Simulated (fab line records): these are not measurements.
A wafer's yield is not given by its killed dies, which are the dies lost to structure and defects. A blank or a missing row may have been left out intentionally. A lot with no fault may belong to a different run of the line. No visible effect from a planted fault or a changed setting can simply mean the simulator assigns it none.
The tool behind it: which one? :: flow sky130 :: 39 wafers from 13 lots sampled at 4 of the route's 708 steps

== WHAT THE GAUGES SHOWED, per wafer ==
SKY_NWELL_OVL_MEAS_23.
lot: L640
measured: day 5 08:27
on: overlay-01
NWELL_01_OVL (nm): 0.5 1.4 1.6

lot: L644
measured: day 6 07:20
on: overlay-02
NWELL_01_OVL (nm): -1.2 -2.3 -1.9

lot: L645
measured: day 6 11:24
on: overlay-01
NWELL_01_OVL (nm): -0.5 -2.6 -0.5

lot: L646
measured: day 6 17:35
on: overlay-02
NWELL_01_OVL (nm): -1.1 -1.7 -0.6

lot: L648
measured: day 7 07:33
on: overlay-02
NWELL_01_OVL (nm): -1.6 -1.0 -0.5

lot: L649
measured: day 7 18:07
on: overlay-01
NWELL_01_OVL (nm): 0.1 1.2 0.5

lot: L650
measured: day 8 02:35
on: overlay-01
NWELL_01_OVL (nm): 1.1 -0.6 0.3

lot: L651
measured: day 8 07:05
on: overlay-02
NWELL_01_OVL (nm): 1.2 1.4 1.0

lot: L655
measured: day 9 09:44
on: overlay-02
NWELL_01_OVL (nm): -0.3 -0.6 -0.4

lot: L656
measured: day 9 12:20
on: overlay-02
NWELL_01_OVL (nm): -4.3 -3.1 -0.9

lot: L658
measured: day 9 22:56
on: overlay-02
NWELL_01_OVL (nm): -2.2 -0.8 2.0

lot: L661
measured: day 10 16:06
on: overlay-01
NWELL_01_OVL (nm): 0.2 -0.6 1.6

lot: L663
measured: day 11 06:02
on: overlay-01
NWELL_01_OVL (nm): -0.2 2.6 -0.2

SKY_VT_ADJUST_HVTR_TW_MEAS_11.
lot: L640
measured: day 9 11:10
on: filmMetro-02
VT_ADJUST_HVTR_TW: 210.6 210.3 211.9

lot: L644
measured: day 10 14:44
on: filmMetro-02
VT_ADJUST_HVTR_TW: 210.0 209.1 209.1

lot: L645
measured: day 10 19:58
on: filmMetro-01
VT_ADJUST_HVTR_TW: 210.1 210.1 210.6

lot: L646
measured: day 11 04:10
on: filmMetro-01
VT_ADJUST_HVTR_TW: 253.4 255.2 254.0

lot: L648
measured: day 11 21:13
on: filmMetro-01
VT_ADJUST_HVTR_TW: 209.8 209.6 209.4

lot: L649
measured: day 12 11:40
on: filmMetro-01
VT_ADJUST_HVTR_TW: 207.3 208.1 208.2

lot: L650
measured: day 12 21:20
on: filmMetro-03
VT_ADJUST_HVTR_TW: 209.6 210.6 211.0

lot: L651
measured: day 13 02:07
on: filmMetro-03
VT_ADJUST_HVTR_TW: 257.2 259.1 256.2

lot: L655
measured: day 14 09:33
on: filmMetro-01
VT_ADJUST_HVTR_TW: 210.7 211.2 211.4

lot: L656
measured: day 14 14:33
on: filmMetro-03
VT_ADJUST_HVTR_TW: 209.7 211.3 211.1

lot: L658
measured: day 15 03:53
on: filmMetro-02
VT_ADJUST_HVTR_TW: 209.9 209.4 209.5

lot: L661
measured: day 15 23:25
on: filmMetro-01
VT_ADJUST_HVTR_TW: 209.5 211.5 209.1

lot: L663
measured: day 16 15:30
on: filmMetro-03
VT_ADJUST_HVTR_TW: 211.0 211.7 211.7

SKY_SPACER_THK_MEAS_01.
lot: L640
measured: day 22 19:45
on: filmMetro-03
SPACER_CVD_00_THK (nm): 42.1 42.5 42.4

lot: L644
measured: day 24 07:25
on: filmMetro-01
SPACER_CVD_00_THK (nm): 43.6 43.0 43.3

lot: L645
measured: day 24 11:34
on: filmMetro-01
SPACER_CVD_00_THK (nm): 43.4 43.7 43.3

lot: L646
measured: day 25 02:07
on: filmMetro-03
SPACER_CVD_00_THK (nm): 43.5 43.6 43.6

lot: L648
measured: day 25 19:19
on: filmMetro-02
SPACER_CVD_00_THK (nm): 42.8 42.4 42.5

lot: L649
measured: day 26 14:13
on: filmMetro-01
SPACER_CVD_00_THK (nm): 42.4 42.6 42.5

lot: L650
measured: day 26 22:51
on: filmMetro-03
SPACER_CVD_00_THK (nm): 43.2 43.2 43.6

lot: L651
measured: day 27 08:11
on: filmMetro-02
SPACER_CVD_00_THK (nm): 42.5 43.1 42.6

lot: L655
measured: day 28 15:23
on: filmMetro-01
SPACER_CVD_00_THK (nm): 43.0 43.3 43.5

lot: L656
measured: day 28 22:21
on: filmMetro-02
SPACER_CVD_00_THK (nm): 43.3 43.3 43.4

lot: L658
measured: day 29 08:47
on: filmMetro-02
SPACER_CVD_00_THK (nm): 43.5 43.4 43.4

lot: L661
measured: day 30 05:29
on: filmMetro-02
SPACER_CVD_00_THK (nm): 43.3 43.3 43.2

lot: L663
measured: day 30 16:22
on: filmMetro-03
SPACER_CVD_00_THK (nm): 42.7 42.7 42.9

== WHAT TOOL EACH LOT RAN ON (gives the tool, then ch and the chambers of the sampled wafers, and finally the start) ==
lot: L640
SKY_VT_ADJUST_HVTR_IMPLANT_09: implanter-01 ch 0, day 9 10:55

lot: L644
SKY_VT_ADJUST_HVTR_IMPLANT_09: implanter-01 ch 0, day 10 14:29

lot: L645
SKY_VT_ADJUST_HVTR_IMPLANT_09: implanter-04 ch 0, day 10 19:45

lot: L646
SKY_VT_ADJUST_HVTR_IMPLANT_09: implanter-02 ch 0, day 11 03:36

lot: L648
SKY_VT_ADJUST_HVTR_IMPLANT_09: implanter-04 ch 0, day 11 20:59

lot: L649
SKY_VT_ADJUST_HVTR_IMPLANT_09: implanter-02 ch 0, day 12 11:28

lot: L650
SKY_VT_ADJUST_HVTR_IMPLANT_09: implanter-02 ch 0, day 12 21:05

lot: L651
SKY_VT_ADJUST_HVTR_IMPLANT_09: implanter-02 ch 0, day 13 01:26

lot: L655
SKY_VT_ADJUST_HVTR_IMPLANT_09: implanter-01 ch 0, day 14 09:18

lot: L656
SKY_VT_ADJUST_HVTR_IMPLANT_09: implanter-02 ch 0, day 14 14:18

lot: L658
SKY_VT_ADJUST_HVTR_IMPLANT_09: implanter-02 ch 0, day 15 03:38

lot: L661
SKY_VT_ADJUST_HVTR_IMPLANT_09: implanter-01 ch 0, day 15 23:10

lot: L663
SKY_VT_ADJUST_HVTR_IMPLANT_09: implanter-02 ch 0, day 16 15:15
- SKY_VT_ADJUST_HVTR_IMPLANT_09

== WHAT THE TOOLS THEMSELVES READ (means of the sampled wafers that have a number; where no wafer has one, the mark that the record gives instead) ==
The record holds no such reading with a usual standard deviation.

== THE ANSWER, worked out from the rows above alone ==
Rule: what is usual is taken from the lots themselves. The widest of any qualifying gaps counts: lots, ordered by their means at a reading, are off when they make up no more than a third of the lots, leave a main group of 4 or more, and stand apart from it by 3 or more times the standard deviation of that group's means. The tables above print the reading to a certain number of digits; a main group whose means all agree to those digits is not used. A lot without any number at a reading at which 4 lots or more have one is off too. Where the step has rows for the other lots, those lots are counted as sound. After the gauges, taken in route order, come the tools' own readings; for these a lot's mean is taken, as printed above. At the first step where some lot is off, the reading lying furthest off is the one used; lots without a number count as furthest.
Off: at SKY_VT_ADJUST_HVTR_TW_MEAS_11 (VT_ADJUST_HVTR_TW), L646, L651. For the main group the mean is 210.1 and the standard deviation 0.95.
If a tool, at a process step before that reading, ran all the lots that are off and no sound lot after the first of them, it fits. Gauges at SKY_VT_ADJUST_HVTR_TW_MEAS_11: tried the same way as those tools. Not one of the candidates tried fits.

== WHAT THE SIMULATOR HAD PUT IN ==
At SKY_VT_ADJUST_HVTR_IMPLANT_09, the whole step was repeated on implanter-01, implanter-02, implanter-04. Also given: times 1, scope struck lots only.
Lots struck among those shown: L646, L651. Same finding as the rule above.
